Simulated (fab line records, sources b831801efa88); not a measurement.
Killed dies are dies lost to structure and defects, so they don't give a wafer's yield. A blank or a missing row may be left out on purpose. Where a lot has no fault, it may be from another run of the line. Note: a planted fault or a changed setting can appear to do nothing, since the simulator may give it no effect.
A struck lot beside a sound one :: flow gf180mcu :: 21 out of 602 route steps
Sound: wafers L138.1, L138.3, L138.5. Wafers struck: L152.2, L152.5, L152.6. The cause is named last.
Each step with rows lists, per side, the tool, then ch with its chambers, then its first start. Under that, the readings that differ: sound wafers :: struck wafers :: difference of the means :: sigmas: that difference in standard deviations of wafers without a fault.
alike: readings whose means differ by less than 2 such deviations, and words and numbers that are the same on both sides. not compared: withheld readings, readings that some wafer has no value for, bounds like >300 that may hide the same value, and numbers for which the record gives no deviation and whose values overlap.
A row with sigmas, a row that says differs or no value, or rows on one side alone: a step with any of these is where the two part. Numbers that have no deviation but don't overlap get no sigmas and don't part them. Lack of a reading on every wafer of one side parts them only where that side has two or more wafers.

first, 3 steps without rows for these wafers: GF_MVSD_EXPOSE_04 (exposes mask MVSD, target cd 1000 nm); GF_MVSD_PEB_05; GF_MVSD_DEVELOP_06 (develop time 60 s).
GF_MVSD_OVL_MEAS_07:
  sound on overlay-02, day 4 12:56; struck on overlay-02, day 7 20:11
  alike: MVSD_OVL
then, 2 steps without rows for these wafers: GF_MVSD_IMPLANT_08; GF_MVSD_IMPLANT_09.
GF_MVSD_STRIP_10: strips in O2/N2.
  sound on plasma_asher-04 ch 0,1, day 4 13:16; struck on plasma_asher-02 ch 0,1, day 7 20:31
  alike: drypump_motor_current_A, heater_power_w, oes_product_au, strip_time_to_endpoint_s
  not compared: rf_hours_counter_h
GF_MVSD_TW_MEAS_11:
  sound on film_metro-04, day 4 13:22; struck on film_metro-03, day 7 20:38
  alike: MVSD_TW
then, 4 steps without rows for these wafers: GF_MVPSD_DEHYDRATE_00 (time 60 s); GF_MVPSD_HMDS_01 (prime time 60 s); GF_MVPSD_COAT_02 (resist thk 3000 nm); GF_MVPSD_SOFTBAKE_03.
GF_MVPSD_EXPOSE_04: exposes mask MVPSD, target cd 1000 nm.
  sound on iline_stepper-01 ch 0, day 4 20:20; struck on iline_stepper-02 ch 0, day 8 05:01
reading: mask
sound: MVPSD#0 MVPSD#0 MVPSD#0
struck: LVPWELL#0 LVPWELL#0 LVPWELL#0
difference: differs
sigmas: 
  alike: focus_offset_nm
then, 2 steps without rows for these wafers: GF_MVPSD_PEB_05; GF_MVPSD_DEVELOP_06 (develop time 60 s).
GF_MVPSD_OVL_MEAS_07:
  sound on overlay-01, day 5 03:24; struck on overlay-02, day 8 13:12
reading: MVPSD_OVL (nm)
sound: 1.3 1.1 1.9
struck: - - -
difference: no value on the struck wafers
sigmas: 
then, 2 steps without rows for these wafers: GF_MVPSD_IMPLANT_08; GF_MVPSD_IMPLANT_09.
GF_MVPSD_STRIP_10: strips in O2/N2.
  sound on plasma_asher-03 ch 0,1, day 5 03:44; struck on plasma_asher-04 ch 0,1, day 8 13:32
  alike: drypump_motor_current_A, heater_power_w, oes_product_au, strip_time_to_endpoint_s
  not compared: rf_hours_counter_h
GF_MVPSD_TW_MEAS_11:
  sound on film_metro-04, day 5 03:50; struck on film_metro-02, day 8 13:52
reading: MVPSD_TW
sound: 560 562 560
struck: 30 30 30
difference: -531
sigmas: -99 or more
  not compared: hold
next, for these wafers, 1 step has no rows: GF_PASSIVATION_PROBE_99.

WHERE THEY PART
Last at GF_MVPSD_TW_MEAS_11 as far as this record goes, first at GF_MVPSD_EXPOSE_04.

WHY: whatever the simulator had introduced
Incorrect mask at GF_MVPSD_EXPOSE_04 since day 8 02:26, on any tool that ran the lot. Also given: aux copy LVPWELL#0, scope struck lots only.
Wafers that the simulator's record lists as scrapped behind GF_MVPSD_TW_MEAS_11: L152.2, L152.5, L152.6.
